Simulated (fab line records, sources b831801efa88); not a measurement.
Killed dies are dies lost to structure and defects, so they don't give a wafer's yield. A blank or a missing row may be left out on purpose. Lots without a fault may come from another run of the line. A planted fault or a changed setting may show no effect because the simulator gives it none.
Which tool did it? | flow gf180mcu | 13 lots, 39 wafers sampled, at 4 steps of a route of 602

WHAT THE GAUGES READ, wafer by wafer
GF_POLY_GATE_THK_MEAS_01.
lot  | measured     | on            | POLY_GATE_CVD_00_THK (nm)
L942 | day 9 00:32  | film_metro-01 | 195.5 196.2 196.6
L944 | day 9 14:35  | film_metro-02 | 196.8 194.4 194.8
L945 | day 9 17:40  | film_metro-01 | 192.0 190.2 193.2
L946 | day 10 00:14 | film_metro-01 | 194.7 194.7 194.9
L947 | day 10 04:13 | film_metro-01 | 193.4 193.9 191.6
L948 | day 10 08:56 | film_metro-01 | 194.2 193.8 194.6
L951 | day 11 06:35 | film_metro-03 | 191.8 191.5 192.2
L953 | day 11 22:13 | film_metro-02 | 193.6 193.4 193.4
L958 | day 13 08:18 | film_metro-01 | 192.0 192.8 194.2
L959 | day 13 14:58 | film_metro-03 | 195.9 193.6 192.5
L960 | day 14 02:08 | film_metro-01 | 196.0 195.5 197.2
L963 | day 14 20:02 | film_metro-03 | 197.1 197.9 196.1
L964 | day 15 04:04 | film_metro-01 | 197.5 199.5 198.0

GF_PSD_CD_MEAS_07: target cd 400 nm.
lot  | measured     | on        | cd_nm (nm)
L942 | day 14 22:27 | cd_sem-02 | 400.5 398.8 400.4
L944 | day 15 12:35 | cd_sem-02 | 392.7 392.1 394.0
L945 | day 15 19:29 | cd_sem-02 | 397.8 397.4 400.3
L946 | day 16 03:52 | cd_sem-02 | 396.6 397.0 397.7
L947 | day 16 09:25 | cd_sem-01 | 395.0 397.9 397.5
L948 | day 16 14:37 | cd_sem-01 | 401.9 399.4 399.0
L951 | day 17 17:48 | cd_sem-01 | 400.2 400.9 399.9
L953 | day 18 10:21 | cd_sem-01 | 396.8 398.3 398.4
L958 | day 20 05:40 | cd_sem-02 | 397.9 397.3 398.1
L959 | day 20 11:19 | cd_sem-01 | 398.5 399.9 396.7
L960 | day 21 00:51 | cd_sem-02 | 398.6 395.8 395.4
L963 | day 21 19:55 | cd_sem-01 | 398.6 398.0 398.5
L964 | day 22 05:33 | cd_sem-01 | 401.6 401.8 400.7

WHICH TOOL RAN EACH LOT (tool, then ch and the chambers of the sampled wafers, then the start)
lot  | GF_MVSD_STRIP_10                    | GF_POLY_GATE_ETCH_12
L942 | plasma_asher-03 ch 0,1, day 4 17:17 | rie_diel-04 ch 0,1,2, day 9 18:13
L944 | plasma_asher-03 ch 0,1, day 5 04:05 | rie_diel-01 ch 1,2,3, day 10 08:43
L945 | plasma_asher-03 ch 0,1, day 5 11:14 | rie_diel-02 ch 2,3, day 10 11:41
L946 | plasma_asher-01 ch 0,1, day 5 15:03 | rie_diel-04 ch 0,1,2, day 10 18:34
L947 | plasma_asher-01 ch 0,1, day 5 20:05 | rie_diel-04 ch 1,2,3, day 10 22:04
L948 | plasma_asher-01 ch 0,1, day 6 02:30 | rie_diel-04 ch 0,1,2, day 11 03:16
L951 | plasma_asher-02 ch 0,1, day 6 19:32 | rie_diel-02 ch 0,2,3, day 12 01:22
L953 | plasma_asher-01 ch 0,1, day 7 08:40 | rie_diel-04 ch 1,3, day 12 17:52
L958 | plasma_asher-02 ch 0,1, day 8 11:54 | rie_diel-04 ch 0,2, day 14 05:07
L959 | plasma_asher-02 ch 0,1, day 8 17:35 | rie_diel-04 ch 2,3, day 14 11:59
L960 | plasma_asher-02 ch 0,1, day 9 00:18 | rie_diel-04 ch 0,1,3, day 14 23:16
L963 | plasma_asher-03 ch 0,1, day 9 17:14 | rie_diel-04 ch 0,1,3, day 15 17:37
L964 | plasma_asher-01 ch 0,1, day 9 23:14 | rie_diel-02 ch 2,3, day 16 02:05
- GF_MVSD_STRIP_10: strips in O2/N2.
- GF_POLY_GATE_ETCH_12: etches BARC in N2/H2.

WHAT THE TOOLS THEMSELVES READ (means of the sampled wafers that have a number; where no wafer has one, the mark that the record gives instead)
GF_MVSD_STRIP_10.
lot  | tool            | drypump_motor_current_A (A) | heater_power_w (W) | oes_product_au (a.u.) | strip_time_to_endpoint_s (s)
L942 | plasma_asher-03 | 5.7                         | 342                | 0.723                 | 36.80
L944 | plasma_asher-03 | 5.7                         | 346                | 0.724                 | 37.01
L945 | plasma_asher-03 | 5.7                         | 342                | 0.727                 | 36.96
L946 | plasma_asher-01 | 6.3                         | 295                | 0.723                 | 36.98
L947 | plasma_asher-01 | 6.3                         | 291                | 0.722                 | 36.91
L948 | plasma_asher-01 | 6.3                         | 295                | 0.797                 | 36.97
L951 | plasma_asher-02 | 5.8                         | 370                | 0.723                 | 36.94
L953 | plasma_asher-01 | 6.1                         | 333                | 0.796                 | 36.97
L958 | plasma_asher-02 | 5.8                         | 375                | 0.724                 | 36.82
L959 | plasma_asher-02 | 5.5                         | 363                | 0.726                 | 36.86
L960 | plasma_asher-02 | 5.4                         | 358                | 0.720                 | 36.83
L963 | plasma_asher-03 | 5.7                         | 343                | 0.727                 | 36.88
L964 | plasma_asher-01 | 6.1                         | 333                | 0.719                 | 36.90

GF_POLY_GATE_ETCH_12.
lot  | tool        | drypump_motor_current_A (A) | oes_product_au (a.u.) | throttle_valve_pct (%)
L942 | rie_diel-04 | 5.4                         | 0.737                 | 13.218
L944 | rie_diel-01 | 5.5                         | 0.736                 | 13.219
L945 | rie_diel-02 | 5.8                         | 0.734                 | 13.222
L946 | rie_diel-04 | 5.4                         | 0.727                 | 13.216
L947 | rie_diel-04 | 5.6                         | 0.730                 | 13.212
L948 | rie_diel-04 | 5.4                         | 0.736                 | 13.210
L951 | rie_diel-02 | 5.9                         | 0.739                 | 13.225
L953 | rie_diel-04 | 5.3                         | 0.740                 | 13.212
L958 | rie_diel-04 | 5.2                         | 0.737                 | 13.203
L959 | rie_diel-04 | 5.9                         | 0.735                 | 13.211
L960 | rie_diel-04 | 5.1                         | 0.738                 | 13.215
L963 | rie_diel-04 | 5.1                         | 0.735                 | 13.206
L964 | rie_diel-02 | 5.8                         | 0.738                 | 13.213

THE ANSWER, worked out from the rows above alone
Rule: what is usual is taken from the lots themselves. Put in order of their means at a reading, lots are off if they are a third of the lots or fewer, leave a main group of 4 or more, and stand apart from it by a gap of 3 or more times the standard deviation of the main group's means; of several such gaps the widest counts. A main group whose means are all the same, to the digits that the tables above print for the reading, isn't used. A lot without any number at a reading at which 4 lots or more have one is off too. The other lots that the step has rows for count as sound. The gauges are gone through in route order, then the tools' own readings, and for those a lot's mean is taken as printed above. The first step at which some lot is off is used, and at that step the reading that is off furthest; a lot without a number counts as furthest.
Off: L948, L953, at GF_MVSD_STRIP_10 (oes_product_au). The main group: mean 0.723 a.u., standard deviation 0.0025.
A tool fits if, at that step or a process step before it, it ran every lot that is off, and no sound lot after the first of them. None of those tried fits.

WHAT THE SIMULATOR HAD PUT IN
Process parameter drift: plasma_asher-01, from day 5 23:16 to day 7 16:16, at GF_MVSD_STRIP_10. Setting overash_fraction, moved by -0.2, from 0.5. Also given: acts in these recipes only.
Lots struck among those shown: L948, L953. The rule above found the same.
